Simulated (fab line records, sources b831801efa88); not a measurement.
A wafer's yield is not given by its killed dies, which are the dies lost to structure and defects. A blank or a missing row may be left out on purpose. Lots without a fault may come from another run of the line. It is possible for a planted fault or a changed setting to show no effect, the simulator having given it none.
Which of the tools did it? | flow gf180mcu | 18 wafers from 6 lots sampled at 4 of the route's 602 steps

== WHAT THE GAUGES SHOWED, per wafer ==
GF_VT_IMPLANT_OVL_MEAS_29.
lot  | measured     | on         | VT_IMPLANT_02_OVL (nm)
L704 | day 7 02:33  | overlay-02 | -1.6 0.7 1.3
L707 | day 8 07:10  | overlay-01 | 0.7 0.5 0.4
L711 | day 9 05:56  | overlay-02 | 1.5 1.8 0.6
L719 | day 11 08:01 | overlay-01 | 0.9 0.9 0.5
L721 | day 11 19:07 | overlay-02 | -1.6 -1.8 -1.6
L726 | day 13 09:02 | overlay-02 | -0.1 1.3 0.8

== WHAT TOOL EACH LOT RAN ON (gives the tool, then ch and the chambers of the sampled wafers, and finally the start) ==
lot  | GF_VT_IMPLANT_STRIP_09               | GF_VT_IMPLANT_COAT_13             | GF_VT_IMPLANT_STRIP_20
L704 | plasma asher-04 ch 0,1, day 5 20:26  | litho track-04 ch 0, day 6 03:32  | plasma asher-02 ch 0,1, day 6 11:48
L707 | plasma asher-01 ch 0,1, day 6 23:48  | litho track-01 ch 0, day 7 07:22  | plasma asher-02 ch 0,1, day 7 15:27
L711 | plasma asher-01 ch 0, day 7 20:10    | litho track-04 ch 0, day 8 03:56  | plasma asher-01 ch 0,1, day 8 12:36
L719 | plasma asher-02 ch 0,1, day 9 19:08  | litho track-01 ch 0, day 10 04:00 | plasma asher-01 ch 0,1, day 10 13:08
L721 | plasma asher-04 ch 0,1, day 10 06:18 | litho track-02 ch 0, day 10 15:02 | plasma asher-01 ch 0,1, day 11 00:32
L726 | plasma asher-01 ch 0,1, day 11 18:13 | litho track-04 ch 0, day 12 03:38 | plasma asher-04 ch 0,1, day 12 13:30
- GF_VT_IMPLANT_STRIP_09: strips in O2/N2.
- GF_VT_IMPLANT_COAT_13: resist thk 1000 nm.
- GF_VT_IMPLANT_STRIP_20: strips in O2/N2.

== THE ANSWER, worked out from the rows above alone ==
Rule: usual is defined by the lots themselves. Put in order of their means at a reading, lots are off if they are a third of the lots or fewer, leave a main group of 4 or more, and stand apart from it by a gap of 3 or more times the standard deviation of the main group's means; of several such gaps the widest counts. A main group whose means are all the same, to the digits that the tables above print for the reading, isn't used. A lot without any number at a reading at which 4 lots or more have one is off too. Where the step has rows for the other lots, those lots are counted as sound.
Off: at GF_VT_IMPLANT_OVL_MEAS_29 (VT_IMPLANT_02_OVL), L721. The main group has a mean of 0.7 nm with a standard deviation of 0.38.
If a tool, at a process step before that reading, ran all the lots that are off and no sound lot after the first of them, it fits. The gauges at GF_VT_IMPLANT_OVL_MEAS_29 are tried like those tools. Can't be told from this: 3 tools fit, plasma asher-04 at GF_VT_IMPLANT_STRIP_09, litho track-02 at GF_VT_IMPLANT_COAT_13, plasma asher-01 at GF_VT_IMPLANT_STRIP_20.

== WHAT WAS PUT IN BY THE SIMULATOR ==
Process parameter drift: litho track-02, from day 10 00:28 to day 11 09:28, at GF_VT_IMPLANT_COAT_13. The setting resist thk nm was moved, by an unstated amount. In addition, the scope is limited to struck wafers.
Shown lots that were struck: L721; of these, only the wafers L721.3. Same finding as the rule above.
